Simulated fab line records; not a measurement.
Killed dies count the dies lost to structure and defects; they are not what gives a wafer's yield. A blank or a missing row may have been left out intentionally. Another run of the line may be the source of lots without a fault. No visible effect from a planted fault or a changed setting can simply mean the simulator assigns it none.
fab line records    flow gf180mcu
record lots=14  wafers=42  last-day=34
route steps=602 shown V1@339
lots that met no fault: from a run of the same line without faults
start-h: the number of hours between the record's first day and the start of the first shown wafer of the lot    wait-h: hours since the lot's step before    " as in the row above    L1.1+2: a single row standing in for several wafers    - no value, or no start given    * or withheld: withheld    < > ~ a bound
route shown NAME@n: names a module that has steps shown in the file, with the first one's number in the route    usual: mean/standard deviation of fault-free wafers    same: alike in all rows    chamber/n: place in a boat    sites: readings site by site    _std_site: the values' standard deviation    _edge_site: mean of outer sites minus mean of inner sites    radius-mm: how far each site lies from the wafer's centre    mask NAME#n: copy n    behind: the last tool/chamber to shape the wafer    hold: reason for holding the lot/hours on hold/outcome of the hold    device: the n, p or np transistor that did not switch    end of line: the tests these same wafers got at the end of their route    where a step has no rows: the recipe by itself    killed: dies that structure and defects cost at the first sort, which is not the same as the wafer's yield    map: shows each die of a wafer: x if killed, . if not, _ if none is there
set.NAME: the setting as run; set.NAME@STEP: as run at that earlier step    model.NAME: the simulator's own value behind a step, which no gauge read
steps of the route over a sample of lots; a table a step, a row a wafer
services: the hour from which a tool's chamber was out of use, counted from the record's first day as start-h (under 0 if before that day), plus the number of hours and why
## steps
# step GF_V1_CMP_04
# recipe material=SiO2  down-force-psi=4  platen-rpm=60  pad-velocity-m-s=0.94248
# usual edge-zone-pressure-frac=0.999/0.0043  head-pressure-psi=3.998/0.0082  motor-current-A=12.5/0.57  slurry-filter-dp-kPa=13.49/0.14  time-to-endpoint-s=80/5.5
lot.wafer  tool    chamber  start-h  wait-h  edge-zone-pressure-frac  head-pressure-psi  motor-current-A  slurry-filter-dp-kPa  time-to-endpoint-s
L947.4     cmp-02  1        382.41   0.2     1.003                    4.000              12.4             13.37                 79
L947.6     "       3        "        "       1.005                    3.996              12.7             13.46                 79
L947.5     "       0        "        "       1.001                    3.992              12.6             13.78                 80
L950.2     cmp-01  1        414.17   0.1     1.002                    4.000              12.2             13.68                 74
L950.1     "       2        "        "       0.996                    3.999              11.3             13.12                 83
L950.5     "       0        "        "       0.999                    4.005              12.5             13.54                 81
L952.2     cmp-02  3        433.60   0.2     -                        -                  -                -                     -
L952.1     "       0        "        "       -                        -                  -                -                     -
L952.5     "       1        "        "       -                        -                  -                -                     -
L953.1     cmp-02  2        443.16   0.1     -                        -                  -                -                     -
L953.2     "       0        "        "       -                        -                  -                -                     -
L953.6     "       2        "        "       -                        -                  -                -                     -
L959.4     cmp-02  3        494.93   0.2     1.004                    4.009              12.0             13.36                 90
L959.6     "       0        "        "       0.996                    3.995              13.2             13.33                 90
L959.5     "       1        "        "       0.998                    3.993              12.0             13.60                 83
L960.1     cmp-01  0        510.54   0.1     0.993                    4.001              12.4             13.53                 84
L960.3     "       2        "        "       0.999                    4.000              11.1             13.64                 82
L960.6     "       0        "        "       0.997                    3.997              13.3             13.30                 80
L962.4     cmp-02  3        523.64   0.0     0.997                    4.003              12.5             13.43                 81
L962.2     "       1        "        "       0.996                    3.984              12.2             13.35                 79
L962.5     "       0        "        "       1.002                    4.005              13.0             13.53                 91
L963.3     cmp-02  2        530.45   0.0     1.000                    3.994              12.6             13.59                 76
L963.2     "       0        "        "       0.999                    4.002              12.8             13.75                 89
L963.4     "       1        "        "       0.996                    4.005              12.3             13.42                 86
L964.1     cmp-01  2        536.93   0.1     1.000                    3.993              11.9             13.38                 84
L964.4     "       3        "        "       1.000                    4.001              12.2             13.48                 79
L964.5     "       2        "        "       1.002                    3.988              11.3             13.40                 87
L965.1     cmp-02  1        541.37   0.1     0.997                    4.010              12.0             13.58                 73
L965.3     "       0        "        "       0.999                    3.997              11.9             13.33                 77
L965.5     "       2        "        "       0.999                    4.005              12.1             13.47                 73
L966.4     cmp-02  3        553.47   0.0     1.000                    4.003              12.6             13.27                 88
L966.3     "       0        "        "       0.999                    4.008              12.7             13.64                 84
L966.5     "       3        "        "       0.996                    3.992              12.3             13.73                 83
L968.4     cmp-02  1        569.07   0.0     0.993                    4.010              11.8             13.47                 84
L968.2     "       3        "        "       1.007                    3.996              12.8             13.60                 84
L968.5     "       2        "        "       0.994                    4.011              12.8             13.40                 85
L969.3     cmp-02  1        576.94   0.1     0.995                    4.011              11.7             13.59                 75
L969.4     "       3        "        "       0.999                    4.010              12.8             13.82                 87
L969.6     "       1        "        "       0.996                    3.993              12.1             13.49                 84
L970.2     cmp-02  3        585.80   0.1     0.998                    3.994              11.7             13.65                 68
L970.1     "       0        "        "       0.996                    4.003              12.8             13.54                 77
L970.5     "       2        "        "       1.005                    3.992              13.1             13.58                 79
# step GF_V1_BOW_MEAS_05
# recipe mode=bow
# usual V1_BOW=84/7.1
lot.wafer  tool           chamber  start-h  wait-h  hold                      V1_BOW[um]
L947.4     film-metro-01  -        382.67   0.2     -                         76
L947.5     "              -        "        "       -                         88
L947.6     "              -        "        "       -                         81
L950.1     film-metro-01  -        414.42   0.1     -                         75
L950.2     "              -        "        "       -                         71
L950.5     "              -        "        "       -                         78
L952.1     film-metro-01  -        433.90   0.2     await-dispo/0.2h/release  87
L952.2     "              -        "        "       await-dispo/0.2h/release  90
L952.5     "              -        "        "       await-dispo/0.2h/release  89
L952.1     film-metro-01  -        434.19   0.3     -                         -
L952.2     "              -        "        "       -                         -
L952.5     "              -        "        "       -                         -
L953.1     film-metro-04  -        443.41   0.2     await-dispo/0.2h/release  102
L953.2     "              -        "        "       await-dispo/0.2h/release  100
L953.6     "              -        "        "       await-dispo/0.2h/release  90
L953.1     film-metro-04  -        443.85   0.4     -                         -
L953.2     "              -        "        "       -                         -
L953.6     "              -        "        "       -                         -
L959.4     film-metro-04  -        495.14   0.2     -                         80
L959.5     "              -        "        "       -                         87
L959.6     "              -        "        "       -                         85
L960.1     film-metro-04  -        510.82   0.2     -                         79
L960.3     "              -        "        "       -                         92
L960.6     "              -        "        "       -                         92
L962.2     film-metro-04  -        523.96   0.2     -                         85
L962.4     "              -        "        "       -                         86
L962.5     "              -        "        "       -                         78
L963.2     film-metro-04  -        530.77   0.2     -                         92
L963.3     "              -        "        "       -                         93
L963.4     "              -        "        "       -                         71
L964.1     film-metro-04  -        537.18   0.2     -                         88
L964.4     "              -        "        "       -                         81
L964.5     "              -        "        "       -                         94
L965.1     film-metro-02  -        541.67   0.2     -                         93
L965.3     "              -        "        "       -                         89
L965.5     "              -        "        "       -                         84
L966.3     film-metro-04  -        553.81   0.2     -                         82
L966.4     "              -        "        "       -                         92
L966.5     "              -        "        "       -                         91
L968.2     film-metro-01  -        569.39   0.2     -                         96
L968.4     "              -        "        "       -                         88
L968.5     "              -        "        "       -                         94
L969.3     film-metro-01  -        577.23   0.2     -                         82
L969.4     "              -        "        "       -                         77
L969.6     "              -        "        "       -                         88
L970.1     film-metro-04  -        586.05   0.1     -                         87
L970.2     "              -        "        "       -                         87
L970.5     "              -        "        "       -                         87
## services
tool    chamber  start-h  hours  kind
cmp-01  -        371.60   6.8    pm
cmp-01  -        382.11   4.2    repair
cmp-01  -        404.22   4.0    pm
cmp-01  -        408.22   -      consumable-replace:conditioner
cmp-01  -        408.22   -      consumable-replace:pad
cmp-01  -        420.31   14.6   pm
cmp-02  -        435.17   3.4    pm
cmp-01  -        442.54   14.9   repair
cmp-01  -        458.61   8.0    pm
cmp-01  -        512.55   1.7    repair
cmp-01  -        529.01   1.0    repair
cmp-01  -        540.32   1.3    repair
cmp-01  -        562.27   0.7    repair
cmp-01  -        568.05   5.8    repair
cmp-02  -        572.00   4.0    pm
cmp-02  -        576.00   -      consumable-replace:conditioner
cmp-02  -        576.00   -      consumable-replace:pad
## key
first-sign step=GF_V1_CMP_04  reading=tool-record  direction=missing
effect step=GF_V1_BOW_MEAS_05  reading=visit  direction=added
met-at GF_V1_CMP_04
struck-lots L952,L953
scrapped-behind GF_V1_BOW_MEAS_05 L952.1,L952.2,L952.5,L953.1,L953.2,L953.6
onset-between 382.41 433.60
fault kind=skipped-step-whole  tool=cmp-02  chamber=-  onset-h=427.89  steps=GF_V1_CMP_04  scope=struck-lots-only
